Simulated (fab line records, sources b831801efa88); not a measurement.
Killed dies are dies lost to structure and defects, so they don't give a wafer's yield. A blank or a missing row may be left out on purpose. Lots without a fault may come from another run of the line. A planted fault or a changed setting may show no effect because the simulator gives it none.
Chamber matching | flow gf180mcu | GF_V1_CVD_00 on hdpcvd-01: 3 sister chambers
The step deposits SiO2, target thk 600 nm, time 100 s. 6 wafers are shown with their chamber, then 7 later ones without.

WAFERS WITH THEIR CHAMBER
wafer  | chamber | pressure_mtorr (mTorr)
L444.1 | 2       | 5.994
L457.1 | 1       | 6.017
L457.2 | 2       | 6.007
L457.3 | 0       | 6.013
L458.1 | 0       | 6.000
L458.3 | 1       | 5.994

WAFERS WITHOUT THEIR CHAMBER
wafer  | pressure_mtorr (mTorr)
L458.5 | 5.986
L459.1 | 6.022
L459.3 | 6.012
L459.5 | 5.991
L460.2 | 6.004
L460.4 | 5.987
L460.5 | 6.012

WHICH CHAMBER EACH WENT THROUGH
wafer  | from the rows above          | in truth
L458.5 | can't be placed: 2 or 1 or 0 | 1
L459.1 | can't be placed: 0 or 1 or 2 | 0
L459.3 | can't be placed: 0 or 1 or 2 | 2
L459.5 | can't be placed: 2 or 1 or 0 | 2
L460.2 | can't be placed: 1 or 0 or 2 | 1
L460.4 | can't be placed: 2 or 1 or 0 | 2
L460.5 | can't be placed: 0 or 1 or 2 | 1
Placed correctly: 0 of 7. Can't be placed from these rows: 7 (the true chamber is among the candidates in 7). Placed wrongly: 0.
How it was worked out, from the rows above alone: a wafer's distance from a chamber is the root of the sum, over the readings, of the square of ((its reading less the chamber's mean) divided by the reading's scatter). The wafer belongs to the nearest chamber; if the next one is less than 2 further off, it can't be placed. A chamber's mean is the mean of its shown wafers. The scatter: the root of (the sum of the squares of (reading less its chamber's mean) over the shown wafers, divided by (wafers less chambers)).
